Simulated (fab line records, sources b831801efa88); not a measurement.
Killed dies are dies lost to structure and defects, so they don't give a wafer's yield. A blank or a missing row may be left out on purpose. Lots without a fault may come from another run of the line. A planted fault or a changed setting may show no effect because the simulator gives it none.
Which tool did it? | flow gf180mcu | 24 lots, 72 wafers sampled, at 6 steps of a route of 602

WHAT THE GAUGES READ, wafer by wafer
GF_V3_CD_MEAS_14: target cd 260 nm. Usual: cd_nm 259.9 nm, standard deviation 1.3.
lot  | measured     | on        | cd_nm (nm)        | flag
L074 | day 22 08:02 | cd_sem-02 | 262.7 261.1 261.7 |
L075 | day 22 11:35 | cd_sem-02 | 260.5 261.9 261.3 |
L076 | day 22 22:35 | cd_sem-01 | 260.2 261.1 261.5 |
L077 | day 23 08:17 | cd_sem-02 | 260.0 260.3 260.1 |
L078 | day 23 16:01 | cd_sem-02 | 261.3 260.7 260.1 |
L079 | day 23 23:21 | cd_sem-02 | 258.6 259.7 258.1 |
L080 | day 24 10:20 | cd_sem-01 | 260.8 262.0 261.8 |
L081 | day 24 23:08 | cd_sem-01 | 258.4 257.9 260.1 |
L082 | day 24 23:28 | cd_sem-02 | 260.3 259.1 258.7 |
L083 | day 25 11:39 | cd_sem-02 | 261.1 259.6 260.2 |
L084 | day 26 05:04 | cd_sem-01 | 258.6 257.3 259.2 |
L085 | day 26 12:55 | cd_sem-01 | 261.4 261.9 261.3 |
L086 | day 26 18:04 | cd_sem-01 | 257.3 256.8 257.6 |
L087 | day 26 23:40 | cd_sem-02 | 260.5 261.5 261.5 |
L088 | day 27 04:11 | cd_sem-01 | 257.3 258.2 257.3 |
L090 | day 27 19:37 | cd_sem-01 | 260.6 260.8 261.3 |
L089 | day 28 00:08 | cd_sem-01 | 260.9 259.9 259.7 |
L091 | day 28 04:23 | cd_sem-01 | 259.0 260.3 258.9 |
L092 | day 28 05:19 | cd_sem-01 | 261.0 260.5 260.9 |
L093 | day 28 13:08 | cd_sem-01 | 260.7 260.1 258.8 |
L094 | day 28 20:24 | cd_sem-01 | 258.9 258.7 258.9 |
L096 | day 29 11:29 | cd_sem-02 | 260.9 260.8 260.6 |
L095 | day 29 11:42 | cd_sem-01 | 257.9 258.1 258.3 |
L097 | day 29 21:10 | cd_sem-01 | 258.6 259.5 258.5 |

GF_V4_OVL_MEAS_15. Usual: V4_OVL 4 nm, standard deviation 4.8.
lot  | measured     | on         | V4_OVL (nm) | flag
L074 | day 24 08:50 | overlay-01 | -1 6 6      |
L075 | day 24 11:21 | overlay-02 | 2 3 -1      |
L076 | day 24 22:10 | overlay-02 | -2 -1 3     |
L077 | day 25 08:39 | overlay-02 | 6 7 7       |
L078 | day 25 15:04 | overlay-02 | 2 4 -2      |
L079 | day 25 20:21 | overlay-02 | 0 8 5       |
L080 | day 26 07:06 | overlay-02 | 0 2 3       |
L081 | day 26 20:58 | overlay-01 | 6 3 2       |
L082 | day 26 21:19 | overlay-02 | 8 9 9       |
L083 | day 27 08:26 | overlay-02 | 8 6 9       |
L084 | day 28 00:43 | overlay-01 | 5 10 2      |
L085 | day 28 07:58 | overlay-02 | -1 2 1      |
L086 | day 28 13:45 | overlay-02 | 1 4 5       |
L087 | day 28 18:32 | overlay-01 | 9 10 16     |
L088 | day 28 22:57 | overlay-01 | 0 5 8       |
L090 | day 29 13:52 | overlay-02 | 0 -3 4      |
L089 | day 29 17:39 | overlay-01 | 7 2 9       |
L091 | day 29 21:24 | overlay-01 | -4 1 0      |
L092 | day 29 22:22 | overlay-02 | 6 6 12      |
L093 | day 30 06:37 | overlay-01 | 15 8 9      |
L094 | day 30 12:42 | overlay-01 | 0 -1 1      |
L096 | day 31 03:41 | overlay-01 | 4 8 13      |
L095 | day 31 03:00 | overlay-02 | 0 -8 -7     |
L097 | day 31 12:28 | overlay-01 | 9 -1 2      |

GF_V4_THK_MEAS_25: measures by xrf. Usual: V4_W_THK 362 nm, standard deviation 5.7.
lot  | measured     | on            | V4_W_THK (nm) | flag
L074 | day 24 09:59 | film_metro-01 | 359 360 361   |
L075 | day 24 12:30 | film_metro-04 | 369 363 361   |
L076 | day 24 23:19 | film_metro-04 | 359 359 358   |
L077 | day 25 09:50 | film_metro-04 | 364 361 363   |
L078 | day 25 16:06 | film_metro-01 | 359 358 360   |
L079 | day 25 21:23 | film_metro-04 | 364 373 369   |
L080 | day 26 08:10 | film_metro-03 | 362 358 359   |
L081 | day 26 22:00 | film_metro-04 | 369 373 362   |
L082 | day 26 22:21 | film_metro-03 | 356 358 359   |
L083 | day 27 09:29 | film_metro-03 | 359 354 360   |
L084 | day 28 01:45 | film_metro-04 | 360 361 361   |
L085 | day 28 09:02 | film_metro-01 | 365 368 362   |
L086 | day 28 14:49 | film_metro-03 | 350 360 351   |
L087 | day 28 19:34 | film_metro-04 | 370 368 366   |
L088 | day 28 23:59 | film_metro-04 | 369 371 367   |
L090 | day 29 15:15 | film_metro-04 | 365 370 370   |
L089 | day 29 18:41 | film_metro-01 | 362 366 364   |
L091 | day 29 22:26 | film_metro-01 | 359 354 349   |
L092 | day 29 23:23 | film_metro-04 | 365 361 367   |
L093 | day 30 07:40 | film_metro-01 | 358 360 356   |
L094 | day 30 13:46 | film_metro-01 | 356 355 354   |
L096 | day 31 04:46 | film_metro-01 | 352 355 348   |
L095 | day 31 04:04 | film_metro-01 | 357 358 362   |
L097 | day 31 13:34 | film_metro-04 | 368 374 364   |

GF_MIM_THK_MEAS_06. Usual: MIM_CVD_05_THK 42.0 nm, standard deviation 0.68.
lot  | measured     | on            | MIM_CVD_05_THK (nm) | flag
L074 | day 24 10:43 | film_metro-02 | 42.5 41.5 42.9      |
L075 | day 24 13:07 | film_metro-04 | 41.6 41.0 41.4      |
L076 | day 25 00:05 | film_metro-04 | 41.5 41.1 41.6      |
L077 | day 25 10:26 | film_metro-03 | 41.3 41.6 41.9      |
L078 | day 25 16:43 | film_metro-04 | 41.1 41.7 43.6      |
L079 | day 25 22:01 | film_metro-03 | 41.3 40.9 41.6      |
L080 | day 26 08:47 | film_metro-04 | 42.7 42.6 42.5      |
L081 | day 26 22:37 | film_metro-02 | 41.8 41.9 43.7      |
L082 | day 26 22:58 | film_metro-04 | 42.2 42.6 42.0      |
L083 | day 27 10:07 | film_metro-03 | 41.9 41.9 42.1      |
L084 | day 28 02:23 | film_metro-04 | 41.6 42.1 41.7      |
L085 | day 28 09:39 | film_metro-04 | 40.9 41.7 42.3      |
L086 | day 28 15:26 | film_metro-03 | 42.5 42.6 43.0      |
L087 | day 28 20:11 | film_metro-02 | 41.6 42.3 42.3      |
L088 | day 29 00:36 | film_metro-03 | 41.2 41.9 41.5      |
L090 | day 29 15:52 | film_metro-02 | 42.3 42.6 41.8      |
L089 | day 29 19:18 | film_metro-02 | 41.5 42.1 42.9      |
L091 | day 29 23:03 | film_metro-04 | 41.4 41.3 41.7      |
L092 | day 30 00:01 | film_metro-04 | 39.8 40.7 42.0      |
L093 | day 30 08:16 | film_metro-04 | 41.1 41.7 43.3      |
L094 | day 30 14:31 | film_metro-03 | 41.6 42.5 42.7      |
L096 | day 31 05:22 | film_metro-02 | 41.8 41.9 42.5      |
L095 | day 31 04:41 | film_metro-04 | 42.2 41.3 42.7      |
L097 | day 31 14:55 | film_metro-02 | 42.5 42.8 43.1      |

GF_PASSIVATION_BOW_MEAS_14. Usual: PASSIVATION_BOW 140 um, standard deviation 9.
lot  | measured     | on            | PASSIVATION_BOW (um) | flag
L074 | day 28 22:59 | film_metro-03 | 156 141 141          |
L075 | day 29 02:23 | film_metro-01 | 131 148 143          |
L076 | day 29 12:20 | film_metro-04 | 150 144 155          |
L077 | day 29 22:23 | film_metro-03 | 120 121 113          |
L078 | day 30 03:48 | film_metro-03 | 147 141 145          |
L079 | day 30 07:59 | film_metro-03 | 139 141 137          |
L080 | day 30 16:31 | film_metro-01 | 145 154 146          |
L081 | day 31 04:18 | film_metro-04 | 123 132 121          |
L082 | day 31 05:49 | film_metro-04 | 134 143 132          |
L083 | day 31 14:27 | film_metro-01 | 138 137 139          |
L084 | day 32 04:44 | film_metro-04 | 132 123 140          |
L085 | day 32 10:13 | film_metro-04 | 132 129 131          |
L086 | day 32 16:00 | film_metro-03 | 126 132 119          |
L087 | day 32 19:08 | film_metro-04 | 147 146 142          |
L088 | day 32 22:59 | film_metro-04 | 143 137 151          |
L090 | day 33 13:44 | film_metro-04 | 131 137 145          |
L089 | day 33 14:46 | film_metro-01 | 144 139 149          |
L091 | day 33 19:07 | film_metro-03 | 135 133 138          |
L092 | day 33 20:50 | film_metro-01 | 138 145 151          |
L093 | day 34 02:28 | film_metro-01 | 148 140 150          |
L094 | day 34 07:01 | film_metro-01 | 127 140 135          |
L096 | day 34 18:52 | film_metro-01 | 143 143 154          |
L095 | day 34 18:37 | film_metro-03 | 134 154 144          |
L097 | day 35 04:07 | film_metro-01 | 128 136 130          |

WHICH TOOL RAN EACH LOT (tool, then ch and the chambers of the sampled wafers, then the start)
lot  | GF_V4_ETCH_16
L074 | rie_diel-02 ch 0,1, day 24 08:53
L075 | rie_diel-02 ch 0,1,3, day 24 11:23
L076 | rie_diel-04 ch 0,2,3, day 24 22:13
L077 | rie_diel-01 ch 1,2,3, day 25 08:41
L078 | rie_diel-04 ch 2,3, day 25 15:05
L079 | rie_diel-01 ch 0,2,3, day 25 20:23
L080 | rie_diel-04 ch 0,2,3, day 26 07:08
L081 | rie_diel-01 ch 0,2,3, day 26 20:59
L082 | rie_diel-02 ch 0,1, day 26 21:20
L083 | rie_diel-02 ch 1,2,3, day 27 08:28
L084 | rie_diel-01 ch 0,1,2, day 28 00:46
L085 | rie_diel-01 ch 0,2,3, day 28 07:59
L086 | rie_diel-04 ch 0,1,3, day 28 13:47
L087 | rie_diel-02 ch 1,2, day 28 18:34
L088 | rie_diel-01 ch 0,2,3, day 28 22:59
L090 | rie_diel-04 ch 2,3, day 29 13:53
L089 | rie_diel-04 ch 0,1,3, day 29 17:41
L091 | rie_diel-04 ch 0,1,2, day 29 21:26
L092 | rie_diel-01 ch 1,2, day 29 22:23
L093 | rie_diel-01 ch 2,3, day 30 06:38
L094 | rie_diel-01 ch 0,2,3, day 30 12:44
L096 | rie_diel-04 ch 1,3, day 31 03:44
L095 | rie_diel-01 ch 0,1,3, day 31 03:02
L097 | rie_diel-01 ch 0,2,3, day 31 12:29
- GF_V4_ETCH_16: etches BARC in N2/H2.

WHAT THE TOOLS THEMSELVES READ (means of the sampled wafers that have a number; where no wafer has one, the mark that the record gives instead)
GF_V4_ETCH_16. Usual: chamber_pressure_mTorr 30.849 mTorr, standard deviation 0.027; drypump_motor_current_A 5.8 A, standard deviation 0.48; oes_product_au 0.854 a.u., standard deviation 0.0051; rf_fwd_power_W 495.7 W, standard deviation 2.5; throttle_valve_pct 13.013 %, standard deviation 0.0091.
lot  | tool        | chamber_pressure_mTorr (mTorr) | drypump_motor_current_A (A) | oes_product_au (a.u.) | rf_fwd_power_W (W) | throttle_valve_pct (%) | flag
L074 | rie_diel-02 | 30.844                         | 5.1                         | 0.857                 | 494.7              | 13.008                 |
L075 | rie_diel-02 | 30.859                         | 5.7                         | 0.857                 | 494.1              | 13.019                 |
L076 | rie_diel-04 | 30.850                         | 5.5                         | 0.854                 | 495.5              | 13.018                 |
L077 | rie_diel-01 | 30.820                         | 6.1                         | 0.855                 | 496.1              | 13.017                 |
L078 | rie_diel-04 | 30.861                         | 5.7                         | 0.858                 | 498.0              | 13.006                 |
L079 | rie_diel-01 | 30.894                         | 6.1                         | 0.855                 | 498.1              | 13.015                 |
L080 | rie_diel-04 | 30.843                         | 5.6                         | 0.856                 | 495.9              | 13.018                 |
L081 | rie_diel-01 | 30.855                         | 6.1                         | 0.859                 | 495.1              | 13.018                 |
L082 | rie_diel-02 | 30.854                         | 5.1                         | 0.854                 | 493.3              | 13.008                 |
L083 | rie_diel-02 | 30.846                         | 5.8                         | 0.859                 | 493.6              | 13.019                 |
L084 | rie_diel-01 | 30.855                         | 5.7                         | 0.854                 | 494.1              | 13.026                 |
L085 | rie_diel-01 | 30.849                         | 6.1                         | 0.853                 | 495.9              | 13.004                 |
L086 | rie_diel-04 | 30.844                         | 5.5                         | 0.852                 | 496.2              | 13.013                 |
L087 | rie_diel-02 | 30.846                         | 5.5                         | 0.855                 | 498.0              | 13.009                 |
L088 | rie_diel-01 | 30.824                         | 6.1                         | 0.852                 | 495.9              | 13.002                 |
L090 | rie_diel-04 | 30.837                         | 5.7                         | 0.855                 | 498.2              | 13.014                 |
L089 | rie_diel-04 | 30.848                         | 5.5                         | 0.856                 | 497.4              | 13.011                 |
L091 | rie_diel-04 | 30.850                         | 5.5                         | 0.853                 | 497.3              | 13.011                 |
L092 | rie_diel-01 | 30.844                         | 6.0                         | 0.852                 | 494.1              | 13.014                 |
L093 | rie_diel-01 | 30.868                         | 6.4                         | 0.854                 | 497.4              | 13.008                 |
L094 | rie_diel-01 | 30.865                         | 6.1                         | 0.860                 | 496.0              | 13.017                 |
L096 | rie_diel-04 | 30.845                         | 5.7                         | 0.856                 | 496.5              | 13.015                 |
L095 | rie_diel-01 | 30.846                         | 5.8                         | 0.853                 | 496.1              | 13.002                 |
L097 | rie_diel-01 | 30.849                         | 6.1                         | 0.853                 | 496.9              | 13.019                 |

THE ANSWER, worked out from the rows above alone
Rule: a lot is off if the mean of its wafers that have a number lies more than 3 standard deviations from the usual mean. A lot without any number at a reading at which 4 lots or more have one is off too. The other lots that the step has rows for count as sound. The gauges are gone through in route order, then the tools' own readings, and for those a lot's mean is taken as printed above. The first step at which some lot is off is used, and at that step the reading that is off furthest; a lot without a number counts as furthest.
No lot is off at any reading shown: from this, nothing can be told.

WHAT THE SIMULATOR HAD PUT IN
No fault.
